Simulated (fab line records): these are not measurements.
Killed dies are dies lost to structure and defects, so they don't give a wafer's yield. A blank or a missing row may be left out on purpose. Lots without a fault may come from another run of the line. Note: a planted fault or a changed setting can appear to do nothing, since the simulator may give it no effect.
fab line records	flow sky130
record lots=14	wafers=42	last_day=51
route steps=708 shown METAL1@450 VIA1@460 VIA2@509 METAL3@532
lots that met no fault: taken from a fault-free run of the same line
start_h: hours from the record's first day to the start of the lot's first wafer shown	wait_h: hours elapsed since this lot's preceding step	" the same as in the row above	L1.1+2: several wafers, shown together as one row	- value missing, or start not given	* or withheld: withheld	< > ~ a bound
route shown NAME@n: a module of which the file shows steps, and the number in the route of the first	usual: mean and standard deviation over wafers with no fault	same: alike in all rows	chamber/n: place in a boat	sites: readings site by site	_std_site: the standard deviation of these	_edge_site: mean of outer sites minus mean of inner sites	radius_mm: how far each site lies from the wafer's centre	mask NAME#n: copy n	behind: the most recent tool/chamber to have shaped the wafer	hold: what put the lot on hold/how long, in hours/how the hold closed	device: whichever transistor did not switch (one of n, p or np)	end of line: the route-end tests of the same wafers	step lacking rows: just its recipe	killed: count of dies lost to structure and defects at first sort (not the wafer's yield)	map: dies across one wafer; x = killed, . = not, _ = none there
set.NAME: the run value of the setting; set.NAME@STEP: its run value at that earlier step	model.NAME: the simulator's own value behind a step, which no gauge read
route steps across a sampled set of lots; one table per step, one row per wafer
services: the hour from which a tool's chamber was out of use, counted from the record's first day as start_h (under 0 if before that day), plus the number of hours and why
## steps
# step SKY_METAL1_OVL_MEAS_16
# usual METAL1_OVL=0/5.1
lot.wafer	tool	chamber	start_h	wait_h	METAL1_OVL[nm]
L669.1	overlay-01	-	810.77	0.1	0
L669.4	"	-	"	"	-10
L669.5	"	-	"	"	-5
L670.3	overlay-01	-	811.13	0.1	-1
L670.4	"	-	"	"	-2
L670.5	"	-	"	"	-9
L671.1	overlay-02	-	820.00	0.1	-3
L671.4	"	-	"	"	3
L671.6	"	-	"	"	11
L680.1	overlay-01	-	897.22	0.1	6
L680.2	"	-	"	"	-4
L680.5	"	-	"	"	4
L681.3	overlay-01	-	903.58	0.1	-3
L681.5	"	-	"	"	3
L681.6	"	-	"	"	3
L683.1	overlay-01	-	925.67	0.1	-2
L683.3	"	-	"	"	-5
L683.6	"	-	"	"	0
L684.2	overlay-02	-	926.04	0.1	3
L684.5	"	-	"	"	-11
L684.6	"	-	"	"	-2
L686.1	overlay-02	-	933.06	0.1	-4
L686.3	"	-	"	"	0
L686.6	"	-	"	"	6
L685.2	overlay-01	-	935.57	0.1	-7
L685.3	"	-	"	"	-5
L685.4	"	-	"	"	-4
L687.1	overlay-01	-	945.22	0.1	10
L687.2	"	-	"	"	6
L687.6	"	-	"	"	8
L688.1	overlay-02	-	945.57	0.1	-3
L688.3	"	-	"	"	-1
L688.6	"	-	"	"	-8
L689.4	overlay-01	-	952.12	0.1	-6
L689.5	"	-	"	"	2
L689.6	"	-	"	"	4
L690.1	overlay-01	-	954.52	0.1	-3
L690.2	"	-	"	"	3
L690.5	"	-	"	"	4
L691.2	overlay-01	-	960.17	0.1	0
L691.3	"	-	"	"	-10
L691.5	"	-	"	"	-9
# step SKY_VIA1_CMP_02
# recipe material=SiO2	down_force_psi=4	platen_rpm=60	pad_velocity_m_s=0.94248
# usual motor_current_A=12.1/1.2	retaining_ring_pressure_frac=1.001/0.0047
lot.wafer	tool	chamber	start_h	wait_h	motor_current_A	retaining_ring_pressure_frac
L670.4	cmp-01	2	812.11	0.0	11.8	1.004
L670.3	"	3	"	"	10.8	1.006
L670.5	"	2	"	"	11.6	1.012
L669.4	cmp-02	1	812.41	0.1	14.4	0.999
L669.1	"	2	"	"	11.7	1.004
L669.5	"	1	"	"	14.4	1.004
L671.1	cmp-01	1	820.99	0.1	12.1	1.008
L671.4	"	0	"	"	11.2	1.000
L671.6	"	1	"	"	11.9	1.002
L680.2	cmp-02	3	898.30	0.0	13.9	1.008
L680.1	"	0	"	"	11.9	1.003
L680.5	"	0	"	"	12.4	1.005
L681.3	cmp-01	0	904.61	0.1	11.3	1.010
L681.5	"	3	"	"	11.3	0.995
L681.6	"	0	"	"	11.3	1.005
L683.3	cmp-02	1	926.90	0.1	13.7	1.000
L683.1	"	3	"	"	14.0	1.003
L683.6	"	0	"	"	11.2	1.001
L684.2	cmp-01	3	927.07	0.1	10.6	1.000
L684.6	"	2	"	"	10.8	1.000
L684.5	"	3	"	"	10.5	1.002
L686.3	cmp-02	2	934.04	0.0	12.1	1.004
L686.1	"	1	"	"	14.8	0.992
L686.6	"	2	"	"	11.5	0.994
L685.4	cmp-02	0	936.60	0.1	11.5	0.998
L685.3	"	1	"	"	13.7	1.000
L685.2	"	2	"	"	12.2	1.002
L687.1	cmp-01	2	946.21	0.1	12.0	1.003
L687.2	"	0	"	"	11.3	1.002
L687.6	"	3	"	"	11.0	1.000
L688.1	cmp-02	1	946.66	0.1	14.2	1.003
L688.3	"	2	"	"	11.5	0.996
L688.6	"	0	"	"	11.5	0.999
L689.4	cmp-01	0	953.24	0.2	11.2	0.994
L689.6	"	1	"	"	12.0	1.001
L689.5	"	2	"	"	12.1	0.997
L690.2	cmp-01	1	955.51	0.0	12.4	0.991
L690.1	"	3	"	"	10.5	1.004
L690.5	"	2	"	"	11.8	0.995
L691.3	cmp-01	3	961.15	0.0	10.8	1.002
L691.2	"	1	"	"	11.9	0.994
L691.5	"	0	"	"	11.3	1.006
# step SKY_VIA1_CD_MEAS_12
# recipe target_cd_nm=150
# usual cd_nm=150.4/1.6
lot.wafer	tool	chamber	start_h	wait_h	cd_nm
L670.3	cd_sem-01	-	838.95	-	148.4
L670.4	"	-	"	"	151.0
L670.5	"	-	"	"	149.3
L669.1	cd_sem-01	-	839.86	-	148.9
L669.4	"	-	"	"	148.9
L669.5	"	-	"	"	151.3
L671.1	cd_sem-01	-	847.70	-	151.6
L671.4	"	-	"	"	152.6
L671.6	"	-	"	"	152.7
L680.1	cd_sem-01	-	924.06	-	150.1
L680.2	"	-	"	"	150.3
L680.5	"	-	"	"	150.8
L681.3	cd_sem-01	-	930.32	-	147.0
L681.5	"	-	"	"	146.5
L681.6	"	-	"	"	146.6
L683.1	cd_sem-01	-	952.33	-	149.4
L683.3	"	-	"	"	149.7
L683.6	"	-	"	"	149.6
L684.2	cd_sem-01	-	952.48	-	149.6
L684.5	"	-	"	"	148.9
L684.6	"	-	"	"	149.4
L686.1	cd_sem-01	-	958.55	-	151.6
L686.3	"	-	"	"	149.9
L686.6	"	-	"	"	151.5
L685.2	cd_sem-01	-	961.75	-	153.1
L685.3	"	-	"	"	152.8
L685.4	"	-	"	"	153.3
L687.1	cd_sem-01	-	971.41	-	151.4
L687.2	"	-	"	"	150.9
L687.6	"	-	"	"	150.3
L688.1	cd_sem-01	-	971.88	-	152.6
L688.3	"	-	"	"	152.1
L688.6	"	-	"	"	154.2
L689.4	cd_sem-01	-	978.11	-	151.6
L689.5	"	-	"	"	151.4
L689.6	"	-	"	"	150.7
L690.1	cd_sem-01	-	980.10	-	149.1
L690.2	"	-	"	"	150.2
L690.5	"	-	"	"	150.3
L691.2	cd_sem-01	-	985.52	-	150.9
L691.3	"	-	"	"	149.2
L691.5	"	-	"	"	149.2
# step SKY_VIA2_CMP_02
# recipe material=SiO2	down_force_psi=4	platen_rpm=60	pad_velocity_m_s=0.94248
# usual motor_current_A=12.4/1.3	retaining_ring_pressure_frac=1.000/0.0046
lot.wafer	tool	chamber	start_h	wait_h	motor_current_A	retaining_ring_pressure_frac
L670.4	cmp-02	2	868.21	0.1	11.6	1.009
L670.3	"	3	"	"	13.6	0.996
L670.5	"	2	"	"	12.0	1.000
L669.1	cmp-02	3	869.27	0.1	14.5	1.004
L669.4	"	1	"	"	13.7	0.999
L669.5	"	3	"	"	14.5	1.002
L671.4	cmp-02	1	877.49	0.2	14.1	0.998
L671.1	"	2	"	"	12.7	0.997
L671.6	"	1	"	"	14.8	1.001
L680.1	cmp-01	0	951.76	0.1	10.9	1.001
L680.2	"	1	"	"	12.0	0.995
L680.5	"	1	"	"	12.7	1.002
L681.3	cmp-02	1	957.93	0.1	14.3	0.994
L681.5	"	0	"	"	11.8	0.999
L681.6	"	1	"	"	14.1	0.993
L683.1	cmp-01	3	979.98	0.1	10.5	1.008
L683.3	"	1	"	"	11.5	1.002
L683.6	"	3	"	"	11.4	1.006
L684.2	cmp-02	2	980.38	0.1	11.7	0.999
L684.6	"	1	"	"	14.1	1.002
L684.5	"	2	"	"	12.0	0.993
L686.3	cmp-01	2	985.41	0.0	11.4	0.996
L686.1	"	3	"	"	11.1	0.997
L686.6	"	3	"	"	10.7	0.998
L685.4	cmp-02	1	989.45	0.0	14.8	0.992
L685.3	"	2	"	"	12.4	0.999
L685.2	"	0	"	"	12.0	0.996
L687.2	cmp-01	2	998.25	0.0	11.4	0.996
L687.1	"	3	"	"	11.0	0.999
L687.6	"	3	"	"	11.0	0.996
L688.3	cmp-02	3	998.78	0.1	14.3	1.007
L688.1	"	1	"	"	13.3	1.004
L688.6	"	2	"	"	12.5	0.999
L689.4	cmp-01	1	1005.24	0.2	12.1	0.996
L689.6	"	2	"	"	11.7	0.999
L689.5	"	3	"	"	11.1	0.993
L690.1	cmp-01	2	1007.11	0.1	11.6	0.995
L690.2	"	0	"	"	11.7	1.006
L690.5	"	3	"	"	10.4	0.998
L691.2	cmp-02	2	1012.29	0.0	12.0	1.003
L691.3	"	3	"	"	13.9	0.995
L691.5	"	2	"	"	12.3	0.996
# step SKY_VIA2_ETCH_15
# recipe target=SiO2	chemistry=C4F8/O2/Ar	target_depth_nm=546	stop_on=TiN	mask_material=KrF-thick	source_w=1500	bias_w=1200	pressure_mtorr=40	c4f8_flow_sccm=withheld	O2_flow_sccm=6	Ar_flow_sccm=300	time_s=84
# usual oes_product_au=0.940/0.0044
lot.wafer	tool	chamber	start_h	wait_h	oes_product_au	rf_hours_counter_h
L670.3	rie_diel-03	0	894.61	0.0	0.942	16
L670.4	"	2	"	"	0.934	18
L670.5	"	0	"	"	0.933	-
L669.1	rie_diel-03	1	896.36	0.0	1.005	12
L669.4	"	3	"	"	0.940	14
L669.5	"	0	"	"	0.937	-
L671.1	rie_diel-01	2	904.16	0.0	1.008	6
L671.4	"	1	"	"	0.945	23
L671.6	"	1	"	"	0.933	-
L680.1	rie_diel-03	0	977.14	0.0	0.944	19
L680.2	"	2	"	"	0.939	1
L680.5	"	1	"	"	0.946	-
L681.3	rie_diel-03	1	983.98	0.0	0.931	15
L681.5	"	2	"	"	0.932	-
L681.6	"	1	"	"	0.947	-
L683.1	rie_diel-03	1	1004.45	0.0	0.937	15
L683.3	"	2	"	"	0.945	2
L683.6	"	3	"	"	0.941	-
L684.2	rie_diel-01	2	1005.25	0.0	0.940	9
L684.5	"	3	"	"	0.941	-
L684.6	"	0	"	"	0.938	-
L686.1	rie_diel-03	0	1009.36	0.0	0.944	20
L686.3	"	2	"	"	0.953	2
L686.6	"	2	"	"	0.941	-
L685.2	rie_diel-03	1	1016.04	0.0	0.947	16
L685.3	"	0	"	"	0.936	20
L685.4	"	3	"	"	0.938	18
L687.1	rie_diel-01	3	1022.74	0.0	0.944	16
L687.2	"	1	"	"	0.939	1
L687.6	"	2	"	"	0.941	-
L688.1	rie_diel-03	3	1023.09	0.0	0.949	18
L688.3	"	2	"	"	0.944	3
L688.6	"	1	"	"	0.942	-
L689.4	rie_diel-04	1	1028.31	0.0	0.940	9
L689.5	"	1	"	"	0.935	-
L689.6	"	2	"	"	0.942	-
L690.1	rie_diel-04	3	1031.20	0.0	0.935	5
L690.2	"	1	"	"	0.944	9
L690.5	"	0	"	"	0.941	-
L691.2	rie_diel-03	2	1035.59	0.0	0.937	3
L691.3	"	1	"	"	0.942	16
L691.5	"	1	"	"	0.939	-
# step SKY_METAL3_SPUTTER_00
# recipe material=Ti	target_thk_nm=15	power_w=3000	time_s=10	chamber_pressure_pa=0.4
# usual cathode_dc_power_W=3000.0/0.6	throttle_valve_pct=30.0/1.1
lot.wafer	tool	chamber	start_h	wait_h	cathode_dc_power_W	throttle_valve_pct
L670.3	pvd_sputter-04	-	895.95	0.2	3000.0	30.5
L670.4	"	-	"	"	2999.5	29.4
L670.5	"	-	"	"	3000.0	29.8
L669.4	pvd_sputter-01	-	897.76	0.2	3000.3	31.3
L669.5	"	-	"	"	2999.2	31.3
L671.4	pvd_sputter-04	-	905.66	0.2	3000.8	29.6
L671.6	"	-	"	"	3000.4	28.8
L680.1	pvd_sputter-03	-	978.47	0.2	3000.0	28.2
L680.2	"	-	"	"	2999.3	28.1
L680.5	"	-	"	"	2999.7	30.0
L681.3	pvd_sputter-03	-	985.32	0.2	3000.5	28.1
L681.5	"	-	"	"	2999.8	29.4
L681.6	"	-	"	"	3001.3	28.2
L683.1	pvd_sputter-03	-	1005.84	0.2	3000.2	28.0
L683.3	"	-	"	"	3000.6	30.2
L683.6	"	-	"	"	2999.4	29.8
L684.2	pvd_sputter-03	-	1006.64	0.1	2999.7	27.9
L684.5	"	-	"	"	2999.6	27.8
L684.6	"	-	"	"	3000.0	30.0
L686.1	pvd_sputter-04	-	1010.69	0.2	3000.1	30.4
L686.3	"	-	"	"	3000.2	29.6
L686.6	"	-	"	"	3001.1	28.8
L685.2	pvd_sputter-04	-	1017.36	0.1	2999.5	29.9
L685.3	"	-	"	"	3001.5	30.1
L685.4	"	-	"	"	2999.8	28.9
L687.1	pvd_sputter-04	-	1024.15	0.2	2999.9	30.1
L687.2	"	-	"	"	3001.1	29.5
L687.6	"	-	"	"	2999.3	30.7
L688.1	pvd_sputter-03	-	1024.48	0.2	3000.0	30.1
L688.3	"	-	"	"	3000.8	29.6
L688.6	"	-	"	"	3000.0	27.9
L689.4	pvd_sputter-03	-	1029.64	0.2	2999.7	28.2
L689.5	"	-	"	"	2999.8	28.1
L689.6	"	-	"	"	3000.5	30.0
L690.1	pvd_sputter-03	-	1032.54	0.2	3001.0	30.1
L690.2	"	-	"	"	2999.2	29.8
L690.5	"	-	"	"	3001.3	30.0
L691.2	pvd_sputter-01	-	1036.94	0.2	2999.8	31.5
L691.3	"	-	"	"	2999.3	31.0
L691.5	"	-	"	"	2999.7	31.5
# step SKY_METAL3_SPUTTER_01
# recipe material=TiN	target_thk_nm=20	power_w=6500	time_s=16.7	chamber_pressure_pa=0.4
# usual cathode_dc_power_W=6499.9/1.2	throttle_valve_pct=30.0/1.1
lot.wafer	tool	chamber	start_h	wait_h	cathode_dc_power_W	throttle_valve_pct
L670.3	pvd_sputter-04	-	895.98	0.0	6499.6	30.5
L670.4	"	-	"	"	6500.0	29.5
L670.5	"	-	"	"	6499.9	29.7
L669.4	pvd_sputter-01	-	897.78	0.0	6499.5	31.3
L669.5	"	-	"	"	6500.9	31.1
L671.4	pvd_sputter-04	-	905.69	0.0	6500.2	29.7
L671.6	"	-	"	"	6499.4	28.7
L680.1	pvd_sputter-03	-	978.49	0.0	6498.2	28.0
L680.2	"	-	"	"	6500.5	28.0
L680.5	"	-	"	"	6499.9	29.9
L681.3	pvd_sputter-03	-	985.34	0.0	6500.8	28.0
L681.5	"	-	"	"	6500.9	29.9
L681.6	"	-	"	"	6499.1	28.1
L683.1	pvd_sputter-03	-	1005.86	0.0	6502.1	27.7
L683.3	"	-	"	"	6501.3	30.0
L683.6	"	-	"	"	6502.0	30.1
L684.2	pvd_sputter-03	-	1006.66	0.0	6500.1	28.1
L684.5	"	-	"	"	6500.6	28.2
L684.6	"	-	"	"	6501.2	30.0
L686.1	pvd_sputter-04	-	1010.71	0.0	6500.4	30.5
L686.3	"	-	"	"	6501.1	29.6
L686.6	"	-	"	"	6500.7	28.7
L685.2	pvd_sputter-04	-	1017.39	0.0	6502.0	29.6
L685.3	"	-	"	"	6499.8	30.1
L685.4	"	-	"	"	6501.1	28.7
L687.1	pvd_sputter-04	-	1024.17	0.0	6499.8	29.8
L687.2	"	-	"	"	6500.0	29.6
L687.6	"	-	"	"	6500.9	30.5
L688.1	pvd_sputter-03	-	1024.51	0.0	6499.2	30.1
L688.3	"	-	"	"	6499.7	29.6
L688.6	"	-	"	"	6499.4	28.0
L689.4	pvd_sputter-03	-	1029.66	0.0	6498.3	28.2
L689.5	"	-	"	"	6498.8	28.2
L689.6	"	-	"	"	6501.0	30.3
L690.1	pvd_sputter-03	-	1032.56	0.0	6499.3	30.0
L690.2	"	-	"	"	6500.3	29.8
L690.5	"	-	"	"	6496.5	29.7
L691.2	pvd_sputter-01	-	1036.96	0.0	6501.4	31.1
L691.3	"	-	"	"	6498.3	31.4
L691.5	"	-	"	"	6501.4	31.1
## services
tool	chamber	start_h	hours	kind
rie_diel-03	-	796.17	4.5	repair
pvd_sputter-04	-	823.17	5.8	repair
rie_diel-01	2	847.22	11.1	repair
rie_diel-03	2	862.19	1.9	repair
rie_diel-04	-	867.07	2.8	pm
cmp-01	-	867.94	12.5	repair
pvd_sputter-03	-	868.93	1.1	repair
cmp-02	-	876.07	0.5	repair
rie_diel-04	1	890.49	6.2	repair
rie_diel-01	-	890.82	0.4	repair
rie_diel-04	2	891.64	1.2	repair
cmp-02	-	907.53	3.5	repair
cmp-01	-	915.85	4.0	pm
cmp-01	-	919.85	-	consumable_replace:conditioner
cmp-01	-	919.85	-	consumable_replace:pad
rie_diel-03	2	925.45	-	clean
rie_diel-03	2	925.45	23.6	scheduled_down
rie_diel-01	1	926.73	12.8	repair
cmp-01	-	941.23	4.9	pm
cmp-02	-	950.58	5.5	pm
cmp-01	-	963.10	5.9	pm
cmp-01	-	975.45	0.4	repair
rie_diel-04	-	995.91	28.1	pm
pvd_sputter-03	-	1019.54	3.4	repair
## key
first_sign step=SKY_VIA2_ETCH_15	reading=oes_product_au	direction=up	sigmas=15	usual=0.940	struck=1.007
effect step=SKY_METAL3_SPUTTER_00	reading=visit	direction=missing
effect step=SKY_METAL3_SPUTTER_01	reading=visit	direction=missing
met_at SKY_VIA2_CMP_02
struck_lots L669,L671
struck_wafers L669.1,L671.1
later_rows_left_out L669.1,L671.1
sort_left_out L669.1,L671.1
not_acting_at SKY_METAL1_OVL_MEAS_16,SKY_VIA1_CMP_02,SKY_VIA1_CD_MEAS_12
onset_between 868.21 869.27
fault kind=process_parameter_drift	tool=cmp-02	chamber=-	onset_h=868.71	steps=SKY_VIA2_CMP_02	channel=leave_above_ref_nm	offset=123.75	shape=step	end_h=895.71	scope=struck_wafers_only	acts_in=these_recipes_only	stated=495
# sort_left_out: the simulated sort isn't trusted on such a fault, so these wafers' sort isn't shown, and their yield isn't known
# later_rows_left_out: the simulator's readings of these wafers behind a module that went badly wrong aren't trusted and aren't shown, but for the sort
